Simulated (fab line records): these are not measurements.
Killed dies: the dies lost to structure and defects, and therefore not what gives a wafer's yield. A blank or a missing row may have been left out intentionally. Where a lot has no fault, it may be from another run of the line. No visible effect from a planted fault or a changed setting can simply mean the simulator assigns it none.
Which tool is to blame? :: flow gf180mcu :: 13 lots, 39 wafers sampled, at 4 steps of a route of 602

## WHAT THE GAUGES SHOWED, per wafer
GF_SAB_CD_MEAS_09 targets a cd of 420 nm. Usual: cd nm at 419.9 nm, with a standard deviation of 2.1.
lot: L150
measured: day 15 06:01
on: cd sem-02
cd nm (nm): 422.2 419.3 421.6
flag: 

lot: L151
measured: day 15 11:28
on: cd sem-01
cd nm (nm): 416.1 417.6 417.3
flag: 

lot: L152
measured: day 15 21:02
on: cd sem-02
cd nm (nm): 419.5 417.7 421.5
flag: 

lot: L154
measured: day 16 18:14
on: cd sem-02
cd nm (nm): 424.5 424.9 427.4
flag: 

lot: L155
measured: day 17 04:08
on: cd sem-01
cd nm (nm): 417.4 417.7 418.0
flag: 

lot: L163
measured: day 19 22:33
on: cd sem-01
cd nm (nm): 418.1 417.5 418.2
flag: 

lot: L164
measured: day 20 05:53
on: cd sem-01
cd nm (nm): 419.5 419.9 420.8
flag: 

lot: L165
measured: day 20 16:16
on: cd sem-01
cd nm (nm): 416.4 419.0 416.1
flag: 

lot: L167
measured: day 20 22:55
on: cd sem-01
cd nm (nm): 422.4 421.1 418.5
flag: 

lot: L168
measured: day 21 11:31
on: cd sem-01
cd nm (nm): 420.0 419.7 419.2
flag: 

lot: L169
measured: day 22 04:35
on: cd sem-01
cd nm (nm): 423.0 422.2 422.1
flag: 

lot: L171
measured: day 22 16:37
on: cd sem-02
cd nm (nm): 418.2 419.7 418.8
flag: 

lot: L173
measured: day 23 03:15
on: cd sem-01
cd nm (nm): 418.0 419.2 419.8
flag: 

GF_SALICIDE_THK_MEAS_05: measures by xrf. Usual: SALICIDE_TIN_THK gives 19.80 nm (standard deviation 0.19).
lot: L150
measured: day 15 06:41
on: film metro-04
SALICIDE_TIN_THK (nm): 19.73 19.75 19.70
flag: 

lot: L151
measured: day 15 12:08
on: film metro-04
SALICIDE_TIN_THK (nm): 20.22 19.75 20.03
flag: 

lot: L152
measured: day 15 21:44
on: film metro-01
SALICIDE_TIN_THK (nm): 20.04 20.47 20.02
flag: 

lot: L154
measured: day 16 18:55
on: film metro-03
SALICIDE_TIN_THK (nm): 19.69 19.73 19.92
flag: 

lot: L155
measured: day 17 04:48
on: film metro-03
SALICIDE_TIN_THK (nm): 19.36 19.54 19.53
flag: 

lot: L163
measured: day 19 23:13
on: film metro-01
SALICIDE_TIN_THK (nm): 20.15 19.91 20.00
flag: 

lot: L164
measured: day 20 06:37
on: film metro-04
SALICIDE_TIN_THK (nm): 19.63 19.68 19.60
flag: 

lot: L165
measured: day 20 17:07
on: film metro-04
SALICIDE_TIN_THK (nm): 19.75 19.54 19.62
flag: 

lot: L167
measured: day 20 23:37
on: film metro-04
SALICIDE_TIN_THK (nm): 19.64 19.93 20.17
flag: 

lot: L168
measured: day 21 12:19
on: film metro-01
SALICIDE_TIN_THK (nm): 19.70 19.92 19.92
flag: 

lot: L169
measured: day 22 05:16
on: film metro-03
SALICIDE_TIN_THK (nm): 19.49 19.68 19.36
flag: 

lot: L171
measured: day 22 17:17
on: film metro-03
SALICIDE_TIN_THK (nm): 19.73 19.78 19.64
flag: 

lot: L173
measured: day 23 03:54
on: film metro-03
SALICIDE_TIN_THK (nm): 19.84 19.99 19.74
flag: 

## TOOL THAT RAN EACH LOT (tool first, then ch and the chambers of the sampled wafers, then the start)
lot: L150
GF_SAB_DEVELOP_08: litho track-01 ch 0, day 15 05:46
GF_SALICIDE_SPUTTER_02: pvd sputter-01, day 15 06:31

lot: L151
GF_SAB_DEVELOP_08: litho track-01 ch 0, day 15 11:19
GF_SALICIDE_SPUTTER_02: pvd sputter-04, day 15 11:56

lot: L152
GF_SAB_DEVELOP_08: litho track-01 ch 0, day 15 20:53
GF_SALICIDE_SPUTTER_02: pvd sputter-01, day 15 21:33

lot: L154
GF_SAB_DEVELOP_08: litho track-01 ch 0, day 16 18:05
GF_SALICIDE_SPUTTER_02: pvd sputter-02, day 16 18:44

lot: L155
GF_SAB_DEVELOP_08: litho track-02 ch 0, day 17 04:00
GF_SALICIDE_SPUTTER_02: pvd sputter-02, day 17 04:37

lot: L163
GF_SAB_DEVELOP_08: litho track-04 ch 0, day 19 22:24
GF_SALICIDE_SPUTTER_02: pvd sputter-04, day 19 23:02

lot: L164
GF_SAB_DEVELOP_08: litho track-04 ch 0, day 20 05:44
GF_SALICIDE_SPUTTER_02: pvd sputter-02, day 20 06:26

lot: L165
GF_SAB_DEVELOP_08: litho track-04 ch 0, day 20 16:07
GF_SALICIDE_SPUTTER_02: pvd sputter-02, day 20 16:56

lot: L167
GF_SAB_DEVELOP_08: litho track-01 ch 0, day 20 22:46
GF_SALICIDE_SPUTTER_02: pvd sputter-01, day 20 23:26

lot: L168
GF_SAB_DEVELOP_08: litho track-04 ch 0, day 21 11:22
GF_SALICIDE_SPUTTER_02: pvd sputter-02, day 21 12:09

lot: L169
GF_SAB_DEVELOP_08: litho track-01 ch 0, day 22 04:26
GF_SALICIDE_SPUTTER_02: pvd sputter-02, day 22 05:05

lot: L171
GF_SAB_DEVELOP_08: litho track-04 ch 0, day 22 16:28
GF_SALICIDE_SPUTTER_02: pvd sputter-04, day 22 17:07

lot: L173
GF_SAB_DEVELOP_08: litho track-01 ch 0, day 23 03:07
GF_SALICIDE_SPUTTER_02: pvd sputter-04, day 23 03:41
- GF_SAB_DEVELOP_08: develop time 60 s.
- GF_SALICIDE_SPUTTER_02: material Co, target thk 10 nm, time 20 s.

## AS READ BY THE TOOLS THEMSELVES (means over the sampled wafers that have a number; for cases with no such wafer, the mark the record gives instead)
GF_SALICIDE_SPUTTER_02. Usual: chamber pressure pa 0.4001 Pa, standard deviation 0.00077; throttle valve pct 29.9 %, standard deviation 0.86.
lot: L150
tool: pvd sputter-01
chamber pressure pa (Pa): 0.3998
throttle valve pct (%): 29.3
flag: 

lot: L151
tool: pvd sputter-04
chamber pressure pa (Pa): 0.4001
throttle valve pct (%): 28.7
flag: 

lot: L152
tool: pvd sputter-01
chamber pressure pa (Pa): 0.3999
throttle valve pct (%): 30.0
flag: 

lot: L154
tool: pvd sputter-02
chamber pressure pa (Pa): 0.4000
throttle valve pct (%): 30.3
flag: 

lot: L155
tool: pvd sputter-02
chamber pressure pa (Pa): 0.4004
throttle valve pct (%): 30.0
flag: 

lot: L163
tool: pvd sputter-04
chamber pressure pa (Pa): 0.4002
throttle valve pct (%): 29.5
flag: 

lot: L164
tool: pvd sputter-02
chamber pressure pa (Pa): 0.4001
throttle valve pct (%): 30.6
flag: 

lot: L165
tool: pvd sputter-02
chamber pressure pa (Pa): 0.3996
throttle valve pct (%): 30.6
flag: 

lot: L167
tool: pvd sputter-01
chamber pressure pa (Pa): 0.4001
throttle valve pct (%): 29.7
flag: 

lot: L168
tool: pvd sputter-02
chamber pressure pa (Pa): 0.3995
throttle valve pct (%): 29.5
flag: 

lot: L169
tool: pvd sputter-02
chamber pressure pa (Pa): 0.4005
throttle valve pct (%): 30.0
flag: 

lot: L171
tool: pvd sputter-04
chamber pressure pa (Pa): 0.4007
throttle valve pct (%): 30.8
flag: 

lot: L173
tool: pvd sputter-04
chamber pressure pa (Pa): 0.3996
throttle valve pct (%): 29.6
flag: 

## THE ANSWER, worked out from the rows above alone
Rule: take the mean of a lot's wafers that have a number; if it is more than 3 standard deviations from the usual mean, the lot is off. A lot without any number at a reading at which 4 lots or more have one is off too. Where the step has rows for the other lots, those lots are counted as sound. The gauges are gone through in route order, then the tools' own readings, and for those a lot's mean is taken as printed above. At the first step where some lot is off, the reading lying furthest off is the one used; lots without a number count as furthest.
Across all readings shown, no lot is off: no conclusion can be drawn from this.

## WHAT HAD BEEN PUT IN BY THE SIMULATOR
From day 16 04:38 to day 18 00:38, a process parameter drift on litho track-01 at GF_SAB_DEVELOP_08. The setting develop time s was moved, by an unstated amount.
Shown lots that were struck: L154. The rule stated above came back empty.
